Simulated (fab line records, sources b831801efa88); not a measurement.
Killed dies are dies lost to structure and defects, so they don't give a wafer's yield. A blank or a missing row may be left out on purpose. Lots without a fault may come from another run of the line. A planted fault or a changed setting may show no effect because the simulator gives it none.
fab line records | flow sky130
record lots=6 wafers=18 last_day=49
route steps=708 shown PWDE@50 NWELL@56 PAD_OPEN@708
lots that met no fault: from a run of the same line without faults
start_h: hours from the record's first day to the start of the lot's first wafer shown | wait_h: hours since the lot's step before | " the same as in the row above | L1.1+2: a row that stands for several wafers | - no value, or no start given | * or withheld: withheld | < > ~ a bound
route shown NAME@n: a module of which the file shows steps, and the number in the route of the first | usual: mean/standard deviation of fault-free wafers | same: alike in all rows | chamber/n: place in a boat | sites: the reading at each site | _std_site: their standard deviation | _edge_site: outer sites' mean less inner sites' | radius_mm: how far each site lies from the wafer's centre | mask NAME#n: copy n | behind: the tool/chamber that last shaped the wafer | hold: why the lot was held/for how many hours/how that ended | device: the transistor (n, p or np) that didn't switch | end of line: the same wafers' tests at the end of the route | a step without rows: its recipe alone | killed: dies lost to structure and defects at the first sort, not the wafer's yield | map: a wafer's dies, x killed, . not, _ none there
set.NAME: the setting as run; set.NAME@STEP: as run at that earlier step | model.NAME: the simulator's own value behind a step, which no gauge read
lots at some steps of the route; a table a step, a row a wafer
services: from which hour (start_h, from the record's first day; less than 0 if before it) a tool's chamber was out of use, for how many hours, and why
## steps
# step SKY_PWDE_PEB_05
# recipe temp_c=115 time_s=withheld
# step SKY_PWDE_DEVELOP_06
# recipe wall_angle_deg=90 developer=TMAH develop_time_s=60 dev_temp_c=23
# step SKY_PWDE_OVL_MEAS_07
# usual PWDE_OVL=0.8/1.3
# columns lot.wafer tool chamber start_h wait_h PWDE_OVL[nm]
L373.1 overlay-01 - 65.36 - -0.5
L373.5 " - " " 0.8
L373.6 " - " " 1.1
L379.1 overlay-02 - 104.62 - 1.3
L379.5 " - " " 1.0
L379.6 " - " " 0.7
L380.1 overlay-01 - 110.41 - 2.1
L380.2 " - " " -0.4
L380.5 " - " " 1.1
L386.2 overlay-01 - 142.76 - 1.5
L386.4 " - " " -0.6
L386.6 " - " " 0.7
L387.1 overlay-01 - 148.26 - -0.8
L387.4 " - " " 1.6
L387.6 " - " " -0.1
L392.1 overlay-01 - 178.52 - 1.6
L392.3 " - " " 2.1
L392.5 " - " " 2.0
# step SKY_PWDE_IMPLANT_08
# recipe species=B energy_kev=150 dose_cm2=3.6e+12 tilt_deg=withheld
# step SKY_PWDE_STRIP_09
# recipe chemistry=O2/N2 power_w=1400 pressure_mtorr=1500 platen_temp_c=withheld o2_flow_sccm=3000 n2_flow_sccm=300 overash_fraction=0.5
# usual drypump_motor_current_A=5.7/0.43 oes_product_au=0.722/0.0051 strip_time_to_endpoint_s=36.88/0.088
# columns lot.wafer tool chamber start_h wait_h drypump_motor_current_A oes_product_au rf_hours_counter_h strip_time_to_endpoint_s
L373.1 plasma_asher-01 0 65.55 0.1 6.0 0.715 26 36.93
L373.5 " 0 " " 6.0 0.723 - 36.91
L373.6 " 1 " " 5.5 0.728 - 36.85
L379.1 plasma_asher-01 0 104.80 0.1 5.9 0.720 30 36.69
L379.5 " 1 " " 5.5 0.724 - 36.82
L379.6 " 0 " " 5.9 0.716 - 36.81
L380.1 plasma_asher-03 0 110.59 0.1 5.8 0.729 42 36.97
L380.2 " 1 " " 6.5 0.717 42 36.89
L380.5 " 0 " " 5.8 0.723 - 36.88
L386.2 plasma_asher-01 1 142.94 0.1 5.5 0.716 34 37.02
L386.4 " 1 " " 5.5 0.721 - 36.82
L386.6 " 0 " " 6.0 0.723 - 36.82
L387.1 plasma_asher-02 0 148.44 0.1 5.0 0.729 3 36.85
L387.4 " 0 " " 5.0 0.728 - 36.80
L387.6 " 1 " " 5.5 0.726 - 36.87
L392.1 plasma_asher-02 1 178.70 0.1 5.5 0.727 6 36.79
L392.3 " 0 " " 5.0 0.726 - 36.73
L392.5 " 1 " " 5.5 0.723 - 36.81
# step SKY_PWDE_TW_MEAS_10
# usual PWDE_TW=371.5/2.7
# columns lot.wafer tool chamber start_h wait_h PWDE_TW
L373.1 film_metro-02 - 65.65 0.1 370.9
L373.5 " - " " 372.2
L373.6 " - " " 371.8
L379.1 film_metro-02 - 104.90 0.1 369.7
L379.5 " - " " 372.3
L379.6 " - " " 370.6
L380.1 film_metro-01 - 110.69 0.1 374.0
L380.2 " - " " 373.1
L380.5 " - " " 374.9
L386.2 film_metro-02 - 143.05 0.1 374.5
L386.4 " - " " 372.8
L386.6 " - " " 370.3
L387.1 film_metro-02 - 148.54 0.1 367.5
L387.4 " - " " 368.8
L387.6 " - " " 369.5
L392.1 film_metro-01 - 178.80 0.1 373.7
L392.3 " - " " 373.8
L392.5 " - " " 374.2
# step SKY_NWELL_DEHYDRATE_03
# recipe temp_c=200 time_s=60
# step SKY_NWELL_HMDS_04
# recipe prime_time_s=60 prime_temp_c=120
# step SKY_NWELL_COAT_05
# recipe spin_rpm=2000 resist_thk_nm=3000
# step SKY_NWELL_SOFTBAKE_06
# recipe temp_c=110 time_s=withheld
# step SKY_NWELL_EXPOSE_07
# recipe mask_id=NWM na=0.6 source_shape=conventional sigma_outer=0.6 polarization=unpolarized target_cd_nm=840 dose_mj=255
# step SKY_NWELL_PEB_08
# recipe temp_c=115 time_s=withheld
# step SKY_NWELL_DEVELOP_09
# recipe wall_angle_deg=90 developer=TMAH develop_time_s=60 dev_temp_c=23
# usual chill_plate_temp_C=23.02/0.11
# columns lot.wafer tool chamber start_h wait_h chill_plate_temp_C
L373.1 litho_track-01 0 81 - 23.08
L373.5 " 0 82 - 23.23
L373.6 " 0 " " 23.23
L379.1 litho_track-01 0 122 - 23.12
L379.5 " 0 " " 22.94
L379.6 " 0 " " 22.79
L380.1 litho_track-01 0 128 - 23.07
L380.2 " 0 " " 22.95
L380.5 " 0 " " 23.13
L386.2 litho_track-04 0 163 - 23.22
L386.4 " 0 " " 23.27
L386.6 " 0 " " 23.16
L387.1 litho_track-02 0 168 - 22.98
L387.4 " 0 169 - 22.96
L387.6 " 0 " " 22.89
L392.1 litho_track-01 0 199 - 22.97
L392.3 " 0 200 - 22.97
L392.5 " 0 " " 22.99
# step SKY_NWELL_OVL_MEAS_10
# usual NWELL_00_OVL=-0.3/1.4
# columns lot.wafer tool chamber start_h wait_h NWELL_00_OVL[nm]
L373.1 overlay-02 - 82.07 - -1.4
L373.5 " - " " 0.9
L373.6 " - " " -2.0
L379.1 overlay-01 - 122.92 - -
L379.5 " - " " -
L379.6 " - " " -
L380.1 overlay-01 - 128.57 - -
L380.2 " - " " -
L380.5 " - " " -
L386.2 overlay-01 - 163.52 - -0.7
L386.4 " - " " -1.7
L386.6 " - " " -3.0
L387.1 overlay-02 - 169.08 - -1.1
L387.4 " - " " 0.0
L387.6 " - " " -0.8
L392.1 overlay-02 - 200.12 - 0.7
L392.3 " - " " 0.8
L392.5 " - " " -2.0
# step SKY_NWELL_IMPLANT_11
# recipe species=P energy_kev=400 dose_cm2=1.9e+13 tilt_deg=withheld
# step SKY_PAD_OPEN_PROBE_99
# usual killed_at_M0_to_M3=43/7.5 killed_at_M4_up=2.8/1.8 killed_at_contacts=24/5.3 killed_at_front_end=14/4.2 killed_at_other=0.3/0.54 killed_dies=84/9.4 killed_on_rim=16/3.3 killed_open=46/7.1 killed_short=38/6.6
# same gross_dies=492 killed_at_back_side=0
# columns lot.wafer tool chamber start_h wait_h killed_at_M0_to_M3 killed_at_M4_up killed_at_contacts killed_at_front_end killed_at_other killed_dies killed_on_rim killed_open killed_short
L373.1 prober-01 - 1072.38 0.1 44 3 30 12 0 89 15 58 31
L373.5 prober-01 - 1072.58 0.2 44 3 23 13 0 83 14 49 33
L373.6 prober-01 - 1072.63 0.2 43 6 17 20 1 87 18 46 41
L380.1 prober-01 - 1121.96 0.1 40 2 27 423 0 492 96 44 40
L380.2 prober-01 - 1122.01 0.1 33 2 29 428 0 492 96 40 29
L380.5 prober-01 - 1122.16 0.2 43 4 27 416 2 492 96 40 56
L386.2 prober-01 - 1153.89 0.1 41 3 16 14 0 74 11 42 30
L386.4 prober-01 - 1153.99 0.2 40 6 19 15 1 81 12 47 33
L386.6 prober-01 - 1154.09 0.2 43 4 30 8 1 86 22 38 48
L387.1 prober-02 - 1157.72 0.1 58 3 35 16 0 112 13 59 53
L387.4 prober-02 - 1157.87 0.2 29 4 28 18 0 79 20 39 40
L387.6 prober-02 - 1157.97 0.2 34 3 21 7 0 65 12 32 33
# killed by level:class
L373.1 CONTACT:geometric_particle:open=15 VIA1:geometric_particle:open=12 VIA2:geometric_particle:open=8 METAL1:geometric_particle:short=8 LI_CONTACT:geometric_particle:open=7 VIA3:geometric_particle:open=5 LOCAL_INTERCONNECT:geometric_particle:short=4 FIELD_ISO:geometric_particle:open=3
L373.5 VIA1:geometric_particle:open=11 VIA2:geometric_particle:open=9 CONTACT:geometric_particle:open=8 VIA3:geometric_particle:open=7 LI_CONTACT:geometric_particle:open=6 VIA1:geometric_particle:short=5 FIELD_ISO:geometric_particle:short=4 POLY_GATE:geometric_particle:short=4
L373.6 VIA2:geometric_particle:open=10 VIA1:geometric_particle:open=8 METAL2:geometric_particle:short=7 POLY_GATE:geometric_particle:open=6 METAL4:geometric_particle:short=6 FIELD_ISO:geometric_particle:open=5 VIA3:geometric_particle:open=5 LI_CONTACT:geometric_particle:open=5
L380.1 NWELL:area_develop=408 CONTACT:geometric_particle:open=16 VIA1:geometric_particle:open=8 METAL1:geometric_particle:short=7 POLY_GATE:geometric_particle:short=5 METAL2:geometric_particle:short=5 VIA3:geometric_particle:open=5 METAL3:geometric_particle:short=4
L380.2 NWELL:area_develop=423 CONTACT:geometric_particle:open=12 VIA3:geometric_particle:open=10 LI_CONTACT:geometric_particle:open=6 CONTACT:geometric_particle:short=6 METAL1:geometric_particle:short=6 METAL2:geometric_particle:short=5 VIA1:geometric_particle:open=4
L380.5 NWELL:area_develop=396 VIA1:geometric_particle:open=11 METAL1:geometric_particle:short=8 CONTACT:geometric_particle:short=6 LI_CONTACT:geometric_particle:open=6 CONTACT:geometric_particle:open=6 FIELD_ISO:geometric_particle:open=5 LOCAL_INTERCONNECT:geometric_particle:short=5
L386.2 VIA1:geometric_particle:open=10 LI_CONTACT:geometric_particle:open=8 VIA3:geometric_particle:open=7 VIA2:geometric_particle:open=7 CONTACT:geometric_particle:open=5 FIELD_ISO:geometric_particle:short=4 VIA1:geometric_particle:short=4 POLY_GATE:geometric_particle:open=3
L386.4 VIA1:geometric_particle:open=12 VIA2:geometric_particle:open=8 CONTACT:geometric_particle:open=7 METAL1:geometric_particle:short=6 LI_CONTACT:geometric_particle:open=5 METAL4:geometric_particle:short=5 POLY_GATE:geometric_particle:open=4 VIA3:geometric_particle:open=4
L386.6 CONTACT:geometric_particle:short=8 VIA1:geometric_particle:open=7 CONTACT:geometric_particle:open=6 METAL1:geometric_particle:short=6 LI_CONTACT:geometric_particle:open=5 LI_CONTACT:geometric_particle:short=5 LOCAL_INTERCONNECT:geometric_particle:short=5 VIA3:geometric_particle:short=5
L387.1 LI_CONTACT:geometric_particle:open=13 CONTACT:geometric_particle:open=12 METAL2:geometric_particle:short=12 VIA3:geometric_particle:open=8 VIA2:geometric_particle:short=8 POLY_GATE:geometric_particle:open=7 VIA1:geometric_particle:short=7 METAL1:geometric_particle:short=6
L387.4 CONTACT:geometric_particle:open=11 LI_CONTACT:geometric_particle:open=6 POLY_GATE:geometric_particle:open=4 LI_CONTACT:geometric_particle:short=4 LOCAL_INTERCONNECT:geometric_particle:short=4 VIA1:geometric_particle:open=4 VIA2:geometric_particle:open=4 VIA2:geometric_particle:short=4
L387.6 CONTACT:geometric_particle:open=7 VIA3:geometric_particle:short=5 LI_CONTACT:geometric_particle:open=5 VIA1:geometric_particle:open=5 CONTACT:geometric_particle:short=5 VIA2:geometric_particle:open=4 VIA2:geometric_particle:short=4 METAL2:geometric_particle:short=3
# map L380.1 (x killed, . not)
__________xxxxxxxxxx_________
________xxxxxxxxxxxxxx_______
______xxxxxxxxxxxxxxxxxx_____
_____xxxxxxxxxxxxxxxxxxxx____
____xxxxxxxxxxxxxxxxxxxxxx___
___xxxxxxxxxxxxxxxxxxxxxxxx__
__xxxxxxxxxxxxxxxxxxxxxxxxxx_
_xxxxxxxxxxxxxxxxxxxxxxxxxxxx
_xxxxxxxxxxxxxxxxxxxxxxxxxxxx
_xxxxxxxxxxxxxxxxxxxxxxxxxxxx
_xxxxxxxxxxxxxxxxxxxxxxxxxxxx
_xxxxxxxxxxxxxxxxxxxxxxxxxxxx
_xxxxxxxxxxxxxxxxxxxxxxxxxxxx
_xxxxxxxxxxxxxxxxxxxxxxxxxxxx
_xxxxxxxxxxxxxxxxxxxxxxxxxxxx
__xxxxxxxxxxxxxxxxxxxxxxxxxx_
___xxxxxxxxxxxxxxxxxxxxxxxx__
____xxxxxxxxxxxxxxxxxxxxxx___
_____xxxxxxxxxxxxxxxxxxxx____
______xxxxxxxxxxxxxxxxxx_____
________xxxxxxxxxxxxxx_______
__________xxxxxxxxxx_________
# map L373.1 (x killed, . not)
__________x....x..x._________
________.............._______
______.x.x.x............_____
_____x...........x.x.x...____
____......x...............___
___..x..........x....x.....__
__.....x.xx.........x.x....._
_.......xx....x....xx..x...xx
_....x.................x.....
_........xx..x.xx.....x......
_xx................x....xx...
_...x.........x...xx.......x.
_x....x...x...x.....x..x.....
_.....xx..x.........x....x.x.
_.....x..x.x.....x........x..
__...........x.x...x........_
___xx.x..x...x........x..x.__
____x..x.xx.x....xxx......___
_____..xx..........x.....____
______.......x...x.x...._____
________......x.....x._______
__________...x......_________
## services
# columns tool chamber start_h hours kind
plasma_asher-01 - 63.79 1.7 repair
plasma_asher-03 - 102.92 1.3 repair
plasma_asher-02 - 108.75 9.0 pm
plasma_asher-02 0 108.75 9.0 vent_cycle
plasma_asher-02 1 108.75 9.0 vent_cycle
plasma_asher-02 0 117.75 - clean
plasma_asher-02 1 117.75 - clean
litho_track-01 - 132.96 - consumable_replace:filter
plasma_asher-03 - 155.75 0.5 repair
## key
first_sign step=SKY_NWELL_OVL_MEAS_10 reading=NWELL_00_OVL direction=missing
effect step=SKY_PAD_OPEN_PROBE_99 reading=killed_at_front_end direction=up sigmas=97 usual=14 struck=422
more_kills_born_at SKY_NWELL_DEVELOP_09@litho_track-01=1227
met_at SKY_NWELL_DEVELOP_09
struck_wafers L379.1,L379.5,L379.6,L380.1,L380.2,L380.5
rows_end L379.1,L379.5,L379.6
tester_left_out L380
onset_between 81 122
fault kind=process_parameter_drift tool=litho_track-01 chamber=- onset_h=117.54 steps=SKY_NWELL_DEVELOP_09 channel=develop_time_s offset=* shape=step end_h=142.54 acts_in=* stated=*
# tester_left_out: of these lots the tester's yield and bins aren't shown, on N5 and GAA mostly nor the transistor test; their killed dies are dies lost to structure and defects alone, not to doping, threshold or leakage, so they don't give the yield
# rows_end: these wafers met a further fault down the route, and their rows from its step on are left out
